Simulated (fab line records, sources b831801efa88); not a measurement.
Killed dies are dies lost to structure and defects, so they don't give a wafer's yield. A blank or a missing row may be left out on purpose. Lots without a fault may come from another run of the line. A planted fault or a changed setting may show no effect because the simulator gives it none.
Which tool did it? | flow sky130 | 13 lots, 39 wafers sampled, at 3 steps of a route of 708

WHAT THE GAUGES READ, wafer by wafer
The record holds no reading of a measuring or inspecting step that can be judged against a usual standard deviation.

WHICH TOOL RAN EACH LOT (tool, then ch and the chambers of the sampled wafers, then the start)
lot  | SKY_CAP2M_METAL_ETCH_13           | SKY_CAP2M_STRIP_14                   | SKY_PAD_OPEN_PROBE_99
L394 | rie_metal-04 ch 0, day 41 16:01   | plasma_asher-04 ch 0,1, day 41 16:06 | -
L395 | rie_metal-02 ch 1, day 42 00:39   | plasma_asher-04 ch 0,1, day 42 00:44 | -
L398 | rie_metal-04 ch 0,1, day 43 05:23 | plasma_asher-03 ch 0,1, day 43 05:28 | -
L397 | rie_metal-04 ch 0,1, day 43 08:21 | plasma_asher-03 ch 0,1, day 43 08:26 | -
L399 | rie_metal-03 ch 0,1, day 43 13:34 | plasma_asher-03 ch 0,1, day 43 13:38 | -
L400 | rie_metal-02 ch 0,1, day 43 17:47 | plasma_asher-04 ch 0,1, day 43 17:52 | -
L401 | rie_metal-04 ch 0,1, day 43 20:13 | plasma_asher-03 ch 0,1, day 43 20:17 | -
L402 | rie_metal-04 ch 0,1, day 44 01:33 | plasma_asher-03 ch 0,1, day 44 01:38 | -
L403 | rie_metal-04 ch 0, day 44 13:01   | plasma_asher-03 ch 0,1, day 44 13:10 | prober-02, day 49 03:11
L404 | rie_metal-03 ch 0,1, day 44 18:54 | plasma_asher-03 ch 0,1, day 44 18:59 | prober-01, day 49 07:35
L405 | rie_metal-04 ch 0, day 45 00:19   | plasma_asher-04 ch 0,1, day 45 00:23 | prober-02, day 49 11:49
L413 | rie_metal-03 ch 0,1, day 46 19:46 | plasma_asher-03 ch 0, day 46 19:50   | -
L414 | rie_metal-02 ch 0,1, day 46 23:43 | plasma_asher-03 ch 0,1, day 46 23:47 | -
- SKY_CAP2M_METAL_ETCH_13: etches TiN in Cl2/BCl3, stops on SiO2, target depth 220 nm, time 62.9 s.
- SKY_CAP2M_STRIP_14: strips in O2/N2.
- SKY_PAD_OPEN_PROBE_99

WHAT THE TOOLS THEMSELVES READ (means of the sampled wafers that have a number; where no wafer has one, the mark that the record gives instead)
SKY_CAP2M_METAL_ETCH_13.
lot  | tool         | drypump_motor_current_A (A) | oes_product_au (a.u.) | throttle_valve_pct (%)
L394 | rie_metal-04 | 5.60                        | 0.937                 | 21.905
L395 | rie_metal-02 | 6.02                        | 0.935                 | 21.900
L398 | rie_metal-04 | 5.62                        | 0.941                 | 21.904
L397 | rie_metal-04 | 5.60                        | 0.940                 | 21.892
L399 | rie_metal-03 | 6.01                        | 0.942                 | 21.885
L400 | rie_metal-02 | 5.69                        | 0.941                 | 21.894
L401 | rie_metal-04 | 5.60                        | 0.945                 | 21.897
L402 | rie_metal-04 | 5.60                        | 0.939                 | 21.913
L403 | rie_metal-04 | 5.60                        | 0.878                 | 21.937
L404 | rie_metal-03 | 5.98                        | 0.935                 | 21.910
L405 | rie_metal-04 | 5.62                        | 0.879                 | 21.940
L413 | rie_metal-03 | 5.96                        | 0.948                 | 21.898
L414 | rie_metal-02 | 5.68                        | 0.935                 | 21.907

SKY_CAP2M_STRIP_14.
lot  | tool            | drypump_motor_current_A (A) | oes_product_au (a.u.) | strip_time_to_endpoint_s (s)
L394 | plasma_asher-04 | 5.53                        | 0.713                 | 12.56
L395 | plasma_asher-04 | 5.53                        | 0.712                 | 12.61
L398 | plasma_asher-03 | 5.56                        | 0.709                 | 12.60
L397 | plasma_asher-03 | 5.56                        | 0.712                 | 12.65
L399 | plasma_asher-03 | 5.57                        | 0.714                 | 12.61
L400 | plasma_asher-04 | 5.67                        | 0.710                 | 12.57
L401 | plasma_asher-03 | 5.57                        | 0.711                 | 12.72
L402 | plasma_asher-03 | 5.55                        | 0.712                 | 12.67
L403 | plasma_asher-03 | 5.58                        | 0.711                 | 12.85
L404 | plasma_asher-03 | 5.57                        | 0.710                 | 12.64
L405 | plasma_asher-04 | 5.69                        | 0.715                 | 12.86
L413 | plasma_asher-03 | 5.55                        | 0.708                 | 12.60
L414 | plasma_asher-03 | 5.54                        | 0.710                 | 12.59

SKY_PAD_OPEN_PROBE_99.
lot  | tool      | defect_limited_yield (%) | killed_at_M0_to_M3 | killed_at_M4_up | killed_at_contacts | killed_at_front_end | killed_at_other | killed_dies | killed_on_rim | killed_open | killed_short | sort_bin_3_pad_short (%) | sort_bin_5_function (%) | sort_bin_6_memory (%) | sort_n_pass | sort_yield_pct (%)
L403 | prober-02 | 54.0                     | 48                 | 4.3             | 29                 | 10                  | 135.0           | 226         | 43            | 55          | 37           | 28.0                     | 10.9                    | 7.1                   | 266         | 54.0
L404 | prober-01 | 80.9                     | 48                 | 3.3             | 23                 | 18                  | 1.3             | 94          | 19            | 54          | 39           | 1.0                      | 12.0                    | 6.1                   | 398         | 80.9
L405 | prober-02 | 55.4                     | 41                 | 3.7             | 25                 | 17                  | 133.3           | 219         | 47            | 44          | 43           | 27.8                     | 10.6                    | 6.1                   | 273         | 55.4

THE ANSWER, worked out from the rows above alone
Rule: what is usual is taken from the lots themselves. Put in order of their means at a reading, lots are off if they are a third of the lots or fewer, leave a main group of 4 or more, and stand apart from it by a gap of 3 or more times the standard deviation of the main group's means; of several such gaps the widest counts. A main group whose means are all the same, to the digits that the tables above print for the reading, isn't used. A lot without any number at a reading at which 4 lots or more have one is off too. The other lots that the step has rows for count as sound. The gauges are gone through in route order, then the tools' own readings, and for those a lot's mean is taken as printed above. The first step at which some lot is off is used, and at that step the reading that is off furthest; a lot without a number counts as furthest.
Off: L403, L405, at SKY_CAP2M_METAL_ETCH_13 (oes_product_au). The main group: mean 0.940 a.u., standard deviation 0.004.
A tool fits if, at that step or a process step before it, it ran every lot that is off, and no sound lot after the first of them. One fits: rie_metal-04 at SKY_CAP2M_METAL_ETCH_13. Its last sound lot is L402 (day 44 01:33), its first lot that is off L403 (day 44 13:01): a fault that began between those two fits.
The tool's own readings at SKY_CAP2M_METAL_ETCH_13 bear it out: on the lots that are off they differ by more than 5 times the standard deviation of the sound lots' means. oes_product_au reads 0.879 a.u. there against 0.940 a.u. on the sound lots.

WHAT THE SIMULATOR HAD PUT IN
Process parameter drift: rie_metal-04, from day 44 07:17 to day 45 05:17, at SKY_CAP2M_METAL_ETCH_13. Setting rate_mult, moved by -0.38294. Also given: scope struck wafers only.
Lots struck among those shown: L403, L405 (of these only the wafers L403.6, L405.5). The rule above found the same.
